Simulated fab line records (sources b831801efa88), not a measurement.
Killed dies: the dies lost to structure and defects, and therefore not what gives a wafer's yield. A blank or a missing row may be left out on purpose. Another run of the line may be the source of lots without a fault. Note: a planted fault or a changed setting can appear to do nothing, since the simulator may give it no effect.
Matching of chambers :: flow gf180mcu :: pecvd-04 running GF_V5_CVD_02: 3 sister chambers
The step deposits SiO2 from TEOS, target thk 1450 nm, time 163.28 s. 14 wafers are shown with their chamber, then 7 later ones without.

## WAFERS WITH THEIR CHAMBER
wafer: L147.2
chamber: 0
heater power w (W): 703

wafer: L147.3
chamber: 1
heater power w (W): 660

wafer: L147.4
chamber: 1
heater power w (W): 730

wafer: L148.1
chamber: 1
heater power w (W): 626

wafer: L148.5
chamber: 1
heater power w (W): 697

wafer: L148.6
chamber: 0
heater power w (W): 733

wafer: L152.1
chamber: 2
heater power w (W): 571

wafer: L152.3
chamber: 1
heater power w (W): 713

wafer: L152.4
chamber: 2
heater power w (W): 628

wafer: L159.1
chamber: 2
heater power w (W): 626

wafer: L159.3
chamber: 2
heater power w (W): 587

wafer: L159.6
chamber: 2
heater power w (W): 592

wafer: L160.3
chamber: 1
heater power w (W): 731

wafer: L160.5
chamber: 0
heater power w (W): 722

SIGNATURES (means of the wafers above)
reading: heater power w
chamber 0: 719.33
chamber 1: 692.83
chamber 2: 600.80
scatter within a chamber: 32.8
Rule: distance of a wafer from a chamber = root of the sum over the readings of ((wafer's reading minus chamber's mean) / reading's scatter) squared. The wafer belongs to the nearest chamber; if the next one is less than 2 further off, it can't be placed. The scatter: take each reading less its chamber's mean, square it, sum over the shown wafers, divide by the number of wafers less the number of chambers, and take the root.

## WAFERS MISSING THEIR CHAMBER
wafer: L160.6
heater power w (W): 583

wafer: L163.3
heater power w (W): 755

wafer: L163.5
heater power w (W): 603

wafer: L163.6
heater power w (W): 593

wafer: L164.1
heater power w (W): 630

wafer: L164.4
heater power w (W): 507

wafer: L164.6
heater power w (W): 709

## EACH ONE'S CHAMBER
wafer: L160.6
from the rows above: 2
in truth: 2

wafer: L163.3
from the rows above: can't be placed: 0 or 1
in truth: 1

wafer: L163.5
from the rows above: 2
in truth: 2

wafer: L163.6
from the rows above: 2
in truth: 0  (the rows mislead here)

wafer: L164.1
from the rows above: can't be placed: 2 or 1 or 0
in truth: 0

wafer: L164.4
from the rows above: 2
in truth: 2

wafer: L164.6
from the rows above: can't be placed: 0 or 1
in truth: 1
Correct placement for 3 of the 7. Can't be placed from these rows: 3 (the true chamber is among the candidates in 3). 1 placed wrongly.
